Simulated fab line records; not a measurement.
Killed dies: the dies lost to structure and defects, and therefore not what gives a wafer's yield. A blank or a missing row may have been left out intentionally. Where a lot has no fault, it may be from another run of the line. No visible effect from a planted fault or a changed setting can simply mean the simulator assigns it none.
A lot that was struck, set against a sound lot | flow gf180mcu | 16 out of 602 route steps
Sound: wafers L481.3, L481.5, L481.6. Struck: wafers L491.2, L491.3, L491.5. At the end, the cause is stated.
At each step with rows: each side's tool, then ch and its chambers, then its first start. Under that, the readings that differ: sound wafers | struck wafers | difference of the means | sigmas: that difference in standard deviations of wafers without a fault.
alike: a reading whose means differ by less than 2 such deviations, as well as words and numbers matching on both sides. not compared: withheld readings; readings where some wafer has no value; bounds like >300 that might hide an equal value; numbers whose values overlap and for which the record gives no deviation.
A row with sigmas, a row that says differs or no value, or rows on one side alone: a step with any of these is where the two part. When numbers do not overlap yet have no deviation, they are printed without sigmas and do not part them. Lack of a reading on every wafer of one side parts them only where that side has two or more wafers.

GF_MIM_STRIP_20: strips in O2/N2.
  sound on plasma asher-03 ch 0,1, day 27 02:52; struck on plasma asher-02 ch 0,1, day 30 13:43
  alike: chamber pressure mTorr, drypump motor current A, heater power w, oes product au, strip time to endpoint s
  not compared: rf hours counter h
then, 9 steps without rows for these wafers: GF_MIM_STRIP_21 (strips in post etch residue remover, time 1200 s); GF_MIM_CLEAN_22 (cleans in DIW); GF_M5_DEHYDRATE_00 (time 60 s); GF_M5_HMDS_01 (prime time 60 s); GF_M5_COAT_02 (resist thk 1000 nm); GF_M5_SOFTBAKE_03 (time 60 s); GF_M5_EXPOSE_04 (exposes mask Metal5, target cd 280 nm); GF_M5_PEB_05 (peb time 90 s); GF_M5_DEVELOP_06 (develop time 60 s).
GF_M5_CD_MEAS_07: the cd target is 280 nm.
  sound: cd sem-01 at day 28 14:16; struck: cd sem-01 at day 31 08:40
  alike: cd nm
GF_M5_OVL_MEAS_08:
  sound: overlay-01 at day 28 14:21; struck: overlay-02 at day 31 08:46
  alike: M5_OVL
GF_M5_ETCH_09: etches Si3N4 in CF4/O2, target depth 52 nm, time 11.6 s.
  sound on rie diel-02 ch 0,1, day 28 14:23; struck on rie diel-01 ch 2,3, day 31 08:47
  no value came back on the struck wafers for any of 6 readings (O2_flow_sccm (sccm), bias w (W) and others); on the sound wafers O2_flow_sccm (sccm) reads 9.996 10.020 10.023
  reading                             | sound             | struck          | difference | sigmas
  model.KrF_of_M5_COAT_02.thk nm (nm) | 950.9 951.3 947.6 | 986 985.6 987.2 | +36        |
  not compared: rf hours counter h
GF_M5_METAL_ETCH_10: etches the open film in Cl2/BCl3, stops on SiO2, target depth 627.5 nm, time 104.6 s.
  sound on rie metal-04 ch 0,1, day 28 14:26; struck on rie metal-01 ch 0,1, day 31 08:49
  reading                             | sound             | struck            | difference | sigmas
  model.KrF_of_M5_COAT_02.thk nm (nm) | 688.3 704.8 685.7 | 735.9 745.2 745.1 | +49.1      |
  alike: bcl3 flow sccm, bias w, chamber pressure mTorr, drypump motor current A, oes product au, throttle valve pct
  not compared: rf hours counter h
GF_M5_STRIP_11: strips in O2/N2.
  sound on plasma asher-03 ch 0,1, day 28 14:33; struck on plasma asher-01 ch 0,1, day 31 08:56
  reading                      | sound             | struck            | difference | sigmas
  oes product au (a.u.)        | 0.537 0.541 0.540 | 0.546 0.563 0.553 | +0.015     | +3
  strip time to endpoint s (s) | 7.43 7.59 7.41    | 7.88 7.98 7.97    | +0.47      | +7
  alike: chamber pressure mTorr, drypump motor current A, heater power w
  not compared: rf hours counter h
then, 1 step without rows for these wafers: GF_M5_STRIP_12 (strips in post etch residue remover, time 1200 s).

== WHERE THEY PART ==
Last at GF_M5_STRIP_11 as far as this record goes, first at GF_M5_ETCH_09.

WHY: the cause the simulator had injected
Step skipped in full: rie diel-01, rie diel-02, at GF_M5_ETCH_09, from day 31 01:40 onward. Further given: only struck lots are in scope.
